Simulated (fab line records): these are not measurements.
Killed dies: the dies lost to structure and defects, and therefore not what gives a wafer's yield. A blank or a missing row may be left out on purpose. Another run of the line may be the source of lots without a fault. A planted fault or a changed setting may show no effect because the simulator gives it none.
Code-filled problem report in 8D (eight disciplines) form | flow sky130 | the parts of the form that need people (team, actions taken, sign-off) are left out

1. WHAT IS WRONG
At SKY_PAD_OPEN_PROBE_99, killed at contacts averages 58 over 3 wafers from 2 lots, while fault-free wafers read 24, standard deviation 4.7. Relative to the usual mean, that is a shift of +7.3 standard deviations.
First seen on wafer L317.1, day 46 21:41, on prober-02. Wafers with a number at this step in the record: 6, from 2 lots. Rule for "out" (also "out of limits"): further than 4 standard deviations from the usual mean. The other wafers with a number count as sound.

2. WHAT THIS IS AND IS NOT
question                    | is                     | is not
which readings at this step | killed at contacts     | killed_at_M4_up, killed at front end, killed at other, killed open, killed short
which lots                  | L317, L319             | -
which wafers of those lots  | L317.1, L317.3, L319.2 | L317.6, L319.1, L319.6
read on which tools         | prober-01, prober-02   | -
when                        | from day 46 21:41      | up to then (0 sound wafers); but 3 sound wafers of L317, L319 came after

3. SUSPECTS, AND WHAT RULES EACH OUT
Counting: any tool at a process step up to the reading remains a suspect provided it ran every lot that is out. Sound lots after the first of them don't rule it out here, since some wafers of a struck lot are sound.
- plasma asher-04 at SKY_LI_CONTACT_STRIP_16 (strips in O2/N2): kept. It ran every lot that is out, first L317 (day 30 16:53).
- pvd sputter-01 at SKY_METAL5_SPUTTER_01 (material TiN, target thk 20 nm, time 16.7 s): kept. It ran every lot that is out, first L317 (day 44 01:20).
- Within plasma asher-04 at SKY_LI_CONTACT_STRIP_16, the wafers that are out were processed in chamber 0 and their sound lot-mates in chamber 1.
Remaining after the count are plasma asher-04 at SKY_LI_CONTACT_STRIP_16 and pvd sputter-01 at SKY_METAL5_SPUTTER_01.

4. THE CAUSE (what the simulator had put in)
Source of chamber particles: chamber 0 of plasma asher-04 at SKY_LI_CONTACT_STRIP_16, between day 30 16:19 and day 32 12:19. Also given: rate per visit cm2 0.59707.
Counting left 2 suspects, and this tool is among them.

5. THE EFFECT CHAIN, in route order
Each row: a reading where the mean over the struck wafers with a number is more than 3 standard deviations away from the usual. Only readings whose record carries a usual standard deviation are examined. hours: median over the lots of the time between each lot's start at the first step of this table that gives one and its start at this step. sigmas: the change, counted in usual standard deviations.
hours | step                  | reading            | usual | on struck wafers | change | sigmas
0     | SKY_PAD_OPEN_PROBE_99 | killed at contacts | 24    | 58               | +34    | +7.3
0     | SKY_PAD_OPEN_PROBE_99 | killed dies        | 86    | 115              | +29    | +3.4
It contains these process steps:
- SKY_PAD_OPEN_PROBE_99

6. HOW IT WOULD HAVE BEEN CAUGHT EARLIER
The fault began at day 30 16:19; the first out-of-limits reading in this record came at day 46 21:41, 389 hours later.
Tool readings at SKY_LI_CONTACT_STRIP_16 with a usual standard deviation given in the record: none out on any struck wafer, hence no alarm at a limit of 4 standard deviations on them.
All the lots that are out (2) had begun SKY_LI_CONTACT_STRIP_16 on plasma asher-04 by day 46 21:41. None of them would have been spared by holding the tool at that moment.
